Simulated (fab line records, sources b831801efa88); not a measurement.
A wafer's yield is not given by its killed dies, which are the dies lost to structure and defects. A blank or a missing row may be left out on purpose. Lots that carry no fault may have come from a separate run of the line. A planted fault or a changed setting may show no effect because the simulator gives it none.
Matching of chambers ; flow sky130 ; SKY_PASSIVATION_CVD_00 on pecvd-04 has 3 sister chambers
The step deposits SiO2, target thk 90 nm. 6 wafers are shown with their chamber, then 7 later ones without.

== WAFERS, EACH WITH ITS CHAMBER ==
wafer;chamber;rf fwd power W (W);heater power outer w (W)
L535.3;1;587.4;309
L536.1;0;594.4;321
L536.4;1;589.0;382
L536.5;2;585.1;263
L537.1;2;586.4;351
L537.2;0;590.3;339

== WAFERS WHOSE CHAMBER IS MISSING ==
wafer;rf fwd power W (W);heater power outer w (W)
L537.5;589.3;346
L541.3;589.2;379
L541.5;592.7;380
L541.6;582.1;334
L552.1;590.1;309
L552.2;585.6;295
L552.4;589.5;308

== THE CHAMBER EACH PASSED THROUGH ==
wafer;from the rows above;in truth
L537.5;can't be placed: 1 or 0 or 2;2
L541.3;can't be placed: 1 or 0 or 2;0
L541.5;can't be placed: 0 or 1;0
L541.6;can't be placed: 2 or 1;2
L552.1;can't be placed: 1 or 0 or 2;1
L552.2;can't be placed: 2 or 1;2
L552.4;can't be placed: 1 or 0 or 2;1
Placed correctly: 0 of 7. Cannot be placed on the basis of these rows: 7; the candidates contain the true chamber in 7. Placed wrongly: 0.
How it was worked out, from the rows above alone: a wafer's distance from a chamber is the root of the sum, over the readings, of the square of ((its reading less the chamber's mean) divided by the reading's scatter). The wafer belongs to the nearest chamber; if the next one is less than 2 further off, it can't be placed. For every chamber, the mean is computed from those of its wafers that are shown. The scatter: the root of (the sum of the squares of (reading less its chamber's mean) over the shown wafers, divided by (wafers less chambers)).
